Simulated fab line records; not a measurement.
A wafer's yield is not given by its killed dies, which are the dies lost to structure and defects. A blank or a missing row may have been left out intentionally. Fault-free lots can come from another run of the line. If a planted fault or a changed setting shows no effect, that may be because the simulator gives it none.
fab line records | flow sky130
record: lots: 6 wafers: 18 last-day: 50
route steps=708 shown VT_ADJUST_NCORE@129 VT_ADJUST_HVTR@131 PAD_OPEN@708
lots that met no fault: taken from a fault-free run of the same line
start-h: hours from the record's first day to the start of the lot's first wafer shown | wait-h: time in hours since the lot's previous step | " the same as in the row above | L1.1+2: a row that stands for several wafers | - value missing, or start not given | * or withheld: withheld | < > ~ a bound
route shown NAME@n: a module of which the file shows steps, and the number in the route of the first | usual: mean/standard deviation taken from wafers without a fault | same: alike in all rows | chamber/n: place in a boat | sites: the reading at each site | _std_site: the standard deviation of these | _edge_site: the outer-site mean with the inner-site mean subtracted | radius-mm: how far each site lies from the wafer's centre | mask NAME#n: copy n | behind: the tool/chamber that last shaped the wafer | hold: the reason the lot was held/the length of the hold in hours/how it ended | device: transistor that didn't switch, given as n, p or np | end of line: the route-end tests of the same wafers | a step given without rows: its recipe and nothing more | killed: at the first sort, the dies lost to defects and structure; wafer yield is something else | map: shows each die of a wafer: x if killed, . if not, _ if none is there
set.NAME: the setting as run; set.NAME@STEP: as run at that earlier step | model.NAME: the simulator's own value behind a step, which no gauge read
certain route steps with their lots: each step a table, each wafer a row
services: the hour from which a tool's chamber was out of use, counted from the record's first day as start-h (under 0 if before that day), plus the number of hours and why
== steps ==
step: SKY_VT_ADJUST_NCORE_STRIP_10
recipe: chemistry: O2/N2 power-w: 1400 pressure-mtorr: 1500 platen-temp-c: withheld o2-flow-sccm: 3000 n2-flow-sccm: 300 overash-fraction: 0.5
usual: drypump-motor-current-A: 5.80/0.23 oes-product-au: 0.715/0.0047 strip-time-to-endpoint-s: 14.18/0.051
columns lot.wafer tool chamber start-h wait-h drypump-motor-current-A oes-product-au rf-hours-counter-h strip-time-to-endpoint-s
L323.1 plasma-asher-01 1 188.58 0.1 6.04 0.710 52 14.23
L323.4 " 1 " " 6.04 0.722 - 14.22
L323.6 " 1 " " 6.04 0.712 - 14.23
L324.3 plasma-asher-02 1 192.51 0.1 5.74 0.715 - 14.14
L324.4 " 0 " " 5.59 0.713 - 14.15
L324.5 " 0 " " 5.58 0.715 - 14.15
L329.2 plasma-asher-01 1 230.60 0.1 6.04 0.707 56 14.17
L329.3 " 0 " " 5.58 0.718 - 14.16
L329.5 " 1 " " 6.04 0.709 - 14.18
L331.1 plasma-asher-01 1 246.88 0.1 6.00 0.711 58 14.19
L331.3 " 1 " " 6.04 0.722 - 14.18
L331.6 " 1 " " 5.98 0.713 - 14.17
L337.1 plasma-asher-01 0 294.73 0.1 5.57 0.715 61 14.20
L337.3 " 1 " " 6.02 0.721 - 14.17
L337.5 " 1 " " 6.02 0.714 - 14.18
L345.2 plasma-asher-02 1 343.14 0.1 5.70 0.716 22 14.06
L345.3 " 1 " " 5.73 0.705 - 14.11
L345.6 " 1 " " 5.73 0.709 - 14.10
step: SKY_VT_ADJUST_NCORE_TW_MEAS_11
usual: VT_ADJUST_NCORE_TW: 219.6/1.2
columns lot.wafer tool chamber start-h wait-h VT_ADJUST_NCORE_TW
L323.1 film-metro-03 - 188.68 0.1 220.4
L323.4 " - " " 220.0
L323.6 " - " " 220.3
L324.3 film-metro-01 - 192.60 0.1 222.6
L324.4 " - " " 222.1
L324.5 " - " " 221.9
L329.2 film-metro-01 - 230.71 0.1 219.7
L329.3 " - " " 218.7
L329.5 " - " " 221.1
L331.1 film-metro-03 - 246.98 0.1 218.4
L331.3 " - " " 219.1
L331.6 " - " " 219.1
L337.1 film-metro-04 - 294.83 0.1 219.1
L337.3 " - " " 219.6
L337.5 " - " " 219.8
L345.2 film-metro-03 - 343.25 0.1 219.1
L345.3 " - " " 220.1
L345.6 " - " " 218.3
step: SKY_VT_ADJUST_HVTR_DEHYDRATE_00
recipe: temp-c: 200 time-s: 60
step: SKY_VT_ADJUST_HVTR_HMDS_01
recipe: prime-time-s: 60 prime-temp-c: 120
step: SKY_VT_ADJUST_HVTR_COAT_02
recipe: resist: NOVOLAK spin-rpm: 3000 resist-thk-nm: 1140
step: SKY_VT_ADJUST_HVTR_SOFTBAKE_03
recipe: temp-c: 90 time-s: 60 resist: NOVOLAK
step: SKY_VT_ADJUST_HVTR_EXPOSE_04
recipe: mask-id: HVTRM target-cd-nm: 380 na: 0.6 source-shape: conventional sigma-outer: 0.6 dose-mj: 150
step: SKY_VT_ADJUST_HVTR_PEB_05
recipe: temp-c: withheld time-s: * resist: NOVOLAK
step: SKY_VT_ADJUST_HVTR_DEVELOP_06
recipe: develop-time-s: 60 dev-temp-c: 23
step: SKY_VT_ADJUST_HVTR_CD_MEAS_07
recipe: target-cd-nm: 380
usual: cd-nm: 380.6/2.1
columns lot.wafer tool chamber start-h wait-h cd-nm
L323.1 cd-sem-01 - 211.13 0.1 381.4
L323.4 " - " " 382.2
L323.6 " - " " 382.1
L324.3 cd-sem-01 - 214.46 0.1 381.8
L324.4 " - " " 379.8
L324.5 " - " " 380.9
L329.2 cd-sem-02 - 254.29 0.1 379.6
L329.3 " - " " 375.9
L329.5 " - " " 378.8
L331.1 cd-sem-01 - 271.13 0.1 384.3
L331.3 " - " " 381.4
L331.6 " - " " 382.6
L337.1 cd-sem-02 - 320.22 0.1 381.0
L337.3 " - " " 385.2
L337.5 " - " " 383.9
L345.2 cd-sem-02 - 370.44 0.1 383.2
L345.3 " - " " 380.2
L345.6 " - " " 381.6
step: SKY_VT_ADJUST_HVTR_OVL_MEAS_08
usual: VT_ADJUST_HVTR_OVL: 0.1/1.4
columns lot.wafer tool chamber start-h wait-h VT_ADJUST_HVTR_OVL[nm]
L323.1 overlay-02 - 211.25 0.1 -2.0
L323.4 " - " " -2.4
L323.6 " - " " -2.8
L324.3 overlay-02 - 214.55 0.1 -0.3
L324.4 " - " " 0.2
L324.5 " - " " 0.4
L329.2 overlay-02 - 254.40 0.1 1.8
L329.3 " - " " 2.0
L329.5 " - " " 3.6
L331.1 overlay-02 - 271.25 0.1 -1.7
L331.3 " - " " -1.2
L331.6 " - " " -1.9
L337.1 overlay-02 - 320.34 0.1 -0.9
L337.3 " - " " -0.9
L337.5 " - " " -2.1
L345.2 overlay-02 - 370.55 0.1 0.5
L345.3 " - " " 0.1
L345.6 " - " " 0.2
step: SKY_VT_ADJUST_HVTR_IMPLANT_09
recipe: species: B energy-kev: 10 dose-cm2: 2.054e+12 tilt-deg: withheld
step: SKY_VT_ADJUST_HVTR_STRIP_10
recipe: chemistry: O2/N2 power-w: 1400 pressure-mtorr: 1500 platen-temp-c: withheld o2-flow-sccm: 3000 n2-flow-sccm: 300 overash-fraction: 0.5
usual: drypump-motor-current-A: 5.87/0.29 oes-product-au: 0.716/0.0045 strip-time-to-endpoint-s: 14.16/0.042
columns lot.wafer tool chamber start-h wait-h drypump-motor-current-A oes-product-au rf-hours-counter-h strip-time-to-endpoint-s
L323.1 plasma-asher-01 0 211.44 0.1 5.63 0.719 54 14.12
L323.4 " 1 " " 6.06 0.715 - 14.08
L323.6 " 1 " " 6.05 0.715 - 14.13
L324.3 plasma-asher-03 0 214.76 0.1 6.43 0.709 - 14.20
L324.4 " 1 " " 6.02 0.713 - 14.22
L324.5 " 0 " " 6.45 0.712 - 14.26
L329.2 plasma-asher-01 1 254.58 0.1 6.01 0.721 58 14.19
L329.3 " 1 " " 6.01 0.714 - 14.22
L329.5 " 0 " " 5.59 0.735 - 13.68
L331.1 plasma-asher-01 0 271.44 0.1 5.60 0.735 60 13.67
L331.3 " 1 " " 6.04 0.710 - 14.17
L331.6 " 1 " " 6.05 0.709 - 14.14
L337.1 plasma-asher-02 0 320.53 0.1 5.57 0.711 20 14.13
L337.3 " 0 " " 5.62 0.714 - 14.14
L337.5 " 0 " " 5.58 0.703 - 14.15
L345.2 plasma-asher-02 1 370.73 0.1 5.72 0.726 25 14.09
L345.3 " 0 " " 5.58 0.716 - 14.13
L345.6 " 0 " " 5.59 0.719 - 14.10
step: SKY_VT_ADJUST_HVTR_TW_MEAS_11
usual: VT_ADJUST_HVTR_TW: 210.4/1.8
columns lot.wafer tool chamber start-h wait-h VT_ADJUST_HVTR_TW
L323.1 film-metro-04 - 211.54 0.1 206.8
L323.4 " - " " 206.3
L323.6 " - " " 208.2
L324.3 film-metro-02 - 214.85 0.1 211.7
L324.4 " - " " 211.7
L324.5 " - " " 212.1
L329.2 film-metro-04 - 254.69 0.1 209.6
L329.3 " - " " 210.1
L329.5 " - " " 209.9
L331.1 film-metro-02 - 271.54 0.1 212.4
L331.3 " - " " 210.8
L331.6 " - " " 212.7
L337.1 film-metro-04 - 320.63 0.1 208.9
L337.3 " - " " 208.9
L337.5 " - " " 210.0
L345.2 film-metro-04 - 370.84 0.1 209.9
L345.3 " - " " 208.6
L345.6 " - " " 209.3
step: SKY_PAD_OPEN_PROBE_99
usual: killed_at_M0_to_M3: 44/7 killed_at_M4_up: 3.2/2 killed-at-contacts: 25/5.3 killed-at-front-end: 15/4.3 killed-at-other: 0.3/0.54 killed-dies: 86/8.7 killed-open: 47/6.4 killed-short: 39/5.6
same: gross-dies: 492 killed-at-back-side: 0
columns lot.wafer tool chamber start-h wait-h killed_at_M0_to_M3 killed_at_M4_up killed-at-contacts killed-at-front-end killed-at-other killed-dies killed-open killed-short
L323.1 prober-02 - 1075.72 0.1 42 3 27 15 0 87 45 42
L323.4 prober-02 - 1075.87 0.2 43 2 21 20 0 86 47 39
L323.6 prober-02 - 1075.97 0.2 52 3 23 15 0 93 53 39
L324.3 prober-01 - 1082.50 0.2 49 5 26 12 1 93 49 44
L324.4 prober-01 - 1082.55 0.2 39 2 22 5 1 69 28 41
L324.5 prober-01 - 1082.60 0.2 38 4 29 12 0 83 42 41
L329.2 prober-02 - 1117.26 0.1 50 4 20 17 0 91 54 36
L329.3 prober-02 - 1117.31 0.2 45 1 33 16 0 95 49 46
L329.5 prober-02 - 1117.41 0.2 30 3 15 14 0 62 25 37
L331.1 prober-02 - 1134.94 0.1 57 4 20 6 0 87 52 35
L331.3 prober-02 - 1135.04 0.2 51 5 20 9 0 85 46 39
L331.6 prober-02 - 1135.19 0.2 36 2 19 10 0 67 38 29
L337.1 prober-01 - 1166.25 0.1 50 2 18 12 0 82 46 36
L337.3 prober-01 - 1166.35 0.2 35 3 29 24 0 91 44 46
L337.5 prober-01 - 1166.45 0.2 42 2 19 12 0 75 40 35
L345.2 prober-01 - 1193.59 0.1 48 4 30 11 0 93 58 35
L345.3 prober-01 - 1193.64 0.2 48 3 35 11 0 97 58 39
L345.6 prober-01 - 1193.79 0.2 56 5 19 19 0 99 52 47
killed by level:class
L323.1 CONTACT:geometric-particle:open=13 VIA1:geometric-particle:open=9 METAL1:geometric-particle:short=9 LI_CONTACT:geometric-particle:open=6 VIA1:geometric-particle:short=6 FIELD_ISO:geometric-particle:short=5 VIA2:geometric-particle:open=5 VIA3:geometric-particle:open=5
L323.4 VIA1:geometric-particle:open=9 VIA3:geometric-particle:open=8 CONTACT:geometric-particle:open=8 FIELD_ISO:geometric-particle:short=6 VIA1:geometric-particle:short=6 FIELD_ISO:geometric-particle:open=5 POLY_GATE:geometric-particle:open=5 CONTACT:geometric-particle:short=5
L323.6 VIA1:geometric-particle:open=15 LI_CONTACT:geometric-particle:open=12 VIA2:geometric-particle:open=9 VIA1:geometric-particle:short=8 FIELD_ISO:geometric-particle:open=6 METAL2:geometric-particle:short=6 METAL1:geometric-particle:short=5 FIELD_ISO:geometric-particle:short=3
L324.3 VIA1:geometric-particle:open=13 VIA2:geometric-particle:open=10 METAL2:geometric-particle:short=8 LI_CONTACT:geometric-particle:open=7 CONTACT:geometric-particle:short=6 CONTACT:geometric-particle:open=5 VIA1:geometric-particle:short=5 LI_CONTACT:geometric-particle:short=4
L324.4 VIA1:geometric-particle:open=8 CONTACT:geometric-particle:short=7 LI_CONTACT:geometric-particle:open=6 LOCAL_INTERCONNECT:geometric-particle:short=5 METAL1:geometric-particle:short=5 METAL2:geometric-particle:short=5 VIA2:geometric-particle:short=4 VIA3:geometric-particle:open=4
L324.5 VIA3:geometric-particle:open=11 CONTACT:geometric-particle:short=8 LI_CONTACT:geometric-particle:open=7 LOCAL_INTERCONNECT:geometric-particle:short=7 VIA1:geometric-particle:open=6 CONTACT:geometric-particle:open=5 VIA2:geometric-particle:open=5 METAL2:geometric-particle:short=4
L329.2 CONTACT:geometric-particle:open=11 VIA3:geometric-particle:open=9 VIA2:geometric-particle:open=9 VIA1:geometric-particle:open=8 FIELD_ISO:geometric-particle:open=6 FIELD_ISO:geometric-particle:short=5 METAL2:geometric-particle:short=5 VIA3:geometric-particle:short=5
L329.3 VIA1:geometric-particle:open=11 LI_CONTACT:geometric-particle:open=9 CONTACT:geometric-particle:open=8 CONTACT:geometric-particle:short=7 METAL1:geometric-particle:short=6 VIA3:geometric-particle:open=5 LOCAL_INTERCONNECT:geometric-particle:short=5 METAL2:geometric-particle:short=5
L329.5 LI_CONTACT:geometric-particle:open=6 POLY_GATE:geometric-particle:short=5 METAL2:geometric-particle:short=5 METAL1:geometric-particle:short=4 VIA3:geometric-particle:open=4 FIELD_ISO:geometric-particle:short=3 VIA2:geometric-particle:open=3 LOCAL_INTERCONNECT:geometric-particle:short=3
L331.1 VIA1:geometric-particle:open=17 METAL1:geometric-particle:short=9 CONTACT:geometric-particle:open=8 VIA3:geometric-particle:open=8 VIA1:geometric-particle:short=6 VIA2:geometric-particle:open=6 LI_CONTACT:geometric-particle:open=5 LOCAL_INTERCONNECT:geometric-particle:short=4
L331.3 VIA1:geometric-particle:open=14 CONTACT:geometric-particle:open=9 VIA1:geometric-particle:short=8 METAL2:geometric-particle:short=6 VIA3:geometric-particle:open=5 VIA2:geometric-particle:short=5 LI_CONTACT:geometric-particle:open=4 VIA2:geometric-particle:open=4
L331.6 VIA1:geometric-particle:open=10 LOCAL_INTERCONNECT:geometric-particle:short=7 METAL2:geometric-particle:short=7 CONTACT:geometric-particle:open=6 VIA3:geometric-particle:open=6 LI_CONTACT:geometric-particle:open=4 VIA1:geometric-particle:short=4 VIA2:geometric-particle:open=4
L337.1 VIA1:geometric-particle:open=15 METAL2:geometric-particle:short=8 LI_CONTACT:geometric-particle:open=7 CONTACT:geometric-particle:open=6 POLY_GATE:geometric-particle:open=5 METAL3:geometric-particle:short=5 VIA2:geometric-particle:open=5 METAL1:geometric-particle:short=4
L337.3 CONTACT:geometric-particle:open=9 POLY_GATE:geometric-particle:open=8 METAL1:geometric-particle:short=8 FIELD_ISO:geometric-particle:open=7 LI_CONTACT:geometric-particle:open=6 LOCAL_INTERCONNECT:geometric-particle:short=6 CONTACT:geometric-particle:short=5 VIA1:geometric-particle:open=5
L337.5 VIA1:geometric-particle:open=8 METAL2:geometric-particle:short=7 LI_CONTACT:geometric-particle:open=6 CONTACT:geometric-particle:open=6 METAL3:geometric-particle:short=5 VIA2:geometric-particle:open=5 VIA3:geometric-particle:open=5 FIELD_ISO:geometric-particle:open=3
L345.2 CONTACT:geometric-particle:open=14 VIA1:geometric-particle:open=12 VIA2:geometric-particle:open=11 LI_CONTACT:geometric-particle:open=8 METAL2:geometric-particle:short=7 VIA3:geometric-particle:open=5 CONTACT:geometric-particle:short=5 METAL4:geometric-particle:short=3
L345.3 CONTACT:geometric-particle:open=16 VIA1:geometric-particle:open=10 LI_CONTACT:geometric-particle:open=8 CONTACT:geometric-particle:short=7 METAL1:geometric-particle:short=7 METAL2:geometric-particle:short=7 VIA2:geometric-particle:open=7 VIA3:geometric-particle:open=6
L345.6 VIA1:geometric-particle:open=11 VIA1:geometric-particle:short=10 VIA2:geometric-particle:open=9 FIELD_ISO:geometric-particle:open=7 LI_CONTACT:geometric-particle:open=7 CONTACT:geometric-particle:open=7 VIA3:geometric-particle:open=6 FIELD_ISO:geometric-particle:short=5
== services ==
columns tool chamber start-h hours kind
plasma-asher-01 - 275.52 14.6 pm
plasma-asher-03 - 319.79 3.2 repair
plasma-asher-01 - 352.47 6.1 repair
plasma-asher-01 - 354.64 6.3 repair
== key ==
first-sign: step: SKY_VT_ADJUST_HVTR_STRIP_10 reading: strip-time-to-endpoint-s direction: down sigmas: 12 usual: * struck: *
effect: step: SKY_VT_ADJUST_HVTR_STRIP_10 reading: oes-product-au direction: up sigmas: 4.2 usual: 0.716 struck: 0.735
met-at SKY_VT_ADJUST_HVTR_STRIP_10
struck-wafers L329.5,L331.1
tester-left-out L329,L331
onset-between 211.44 254.58
fault: kind: process-parameter-drift tool: plasma-asher-01 chamber: 0 onset-h: 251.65 steps: SKY_VT_ADJUST_HVTR_STRIP_10 channel: power-w offset: * shape: step end-h: 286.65 acts-in: * stated: *
tester-left-out: of these lots the tester's yield and bins aren't shown, on N5 and GAA mostly nor the transistor test; their killed dies are dies lost to structure and defects alone, not to doping, threshold or leakage, so they don't give the yield
